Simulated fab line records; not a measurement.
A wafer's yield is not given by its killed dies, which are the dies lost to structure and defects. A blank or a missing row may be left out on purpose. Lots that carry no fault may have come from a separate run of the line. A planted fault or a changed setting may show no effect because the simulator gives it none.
8D (eight disciplines) problem report, filled in by code | flow sky130 | the parts of the form that need people (team, actions taken, sign-off) are left out

1. THE PROBLEM
Wafers without a fault read 3.1, standard deviation 1.9; killed_at_M4_up at SKY_PAD_OPEN_PROBE_99 reads a mean of 33.5 on 6 wafers belonging to 2 lots. That is +16 standard deviations from the usual mean.
The first sign was on wafer L350.2 at day 49 18:27, on prober-01. At this step, 18 wafers from 6 lots have a number in the record. Rule for "out" (also "out of limits"): further than 4 standard deviations from the usual mean. Any other wafer with a number is counted as sound.

2. WHAT IT IS; WHAT IT IS NOT
question                    | is                     | is not
which readings at this step | killed_at_M4_up        | killed_at_M0_to_M3, killed at contacts, killed short
which lots                  | L350, L353             | L338, L340, L342, L346
which wafers of those lots  | all that have a number | -
read on which tools         | prober-01              | prober-02
when                        | from day 49 18:27      | up to then (12 sound wafers)

3. WHAT RULES OUT EACH SUSPECT
Counting: any tool at a process step up to the reading is kept as a suspect provided that every lot that is out went through it and no sound lot did after the first of them.
- plasma asher-03 at SKY_CAP2M_STRIP_14 (strips in O2/N2): kept. It processed each lot that is out, first L350 at day 45 07:50, and no sound lot thereafter; up to then, the last sound lot it processed was L340 at day 42 12:02.
- rie diel-02 at SKY_VIA4_ETCH_12 (etches SiO2 in C4F8/O2/Ar, stops on TiN, target depth 580 nm): kept. It processed each lot that is out, first L350 at day 47 03:31, and no sound lot thereafter; up to then, the last sound lot it processed was L346 at day 46 04:34.
- prober-01 at SKY_PAD_OPEN_PROBE_99: kept. It processed each lot that is out, first L350 at day 49 18:27, and no sound lot thereafter; up to then, the last sound lot it processed was L342 at day 47 12:13. Its own readings are out on those wafers: killed_at_M4_up.
The count leaves plasma asher-03 at SKY_CAP2M_STRIP_14, rie diel-02 at SKY_VIA4_ETCH_12, and prober-01 at SKY_PAD_OPEN_PROBE_99.

4. THE CAUSE (what the simulator had put in)
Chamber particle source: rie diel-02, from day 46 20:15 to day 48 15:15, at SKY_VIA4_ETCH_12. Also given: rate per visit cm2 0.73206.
3 suspects survive the count, and this tool is in that group.

5. THE CHAIN OF EFFECTS, in route order
Each row: a reading whose mean over the struck wafers that have a number lies more than 3 standard deviations from the usual. Only readings for which the record gives a usual standard deviation are gone through. hours: the time from each lot's start at the first step in this table that gives one to its start at this step, as a median over the lots. sigmas: the change in usual standard deviations.
hours | step                  | reading         | usual | on struck wafers | change | sigmas
0     | SKY_PAD_OPEN_PROBE_99 | killed_at_M4_up | 3.1   | 33.5             | +30.4  | +16
Here are the process steps it includes:
- SKY_PAD_OPEN_PROBE_99

6. HOW IT WOULD HAVE BEEN CAUGHT EARLIER
The fault began at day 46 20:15; the first out-of-limits reading in this record came at day 49 18:27, 70 hours later.
Tool readings at SKY_VIA4_ETCH_12 with a usual standard deviation given in the record: none out on any struck wafer, hence no alarm at a limit of 4 standard deviations on them.
Each of the lots that are out, 2 in all, had begun SKY_VIA4_ETCH_12 on rie diel-02 no later than day 49 18:27. Tool hold at that time: it would have spared none of them.
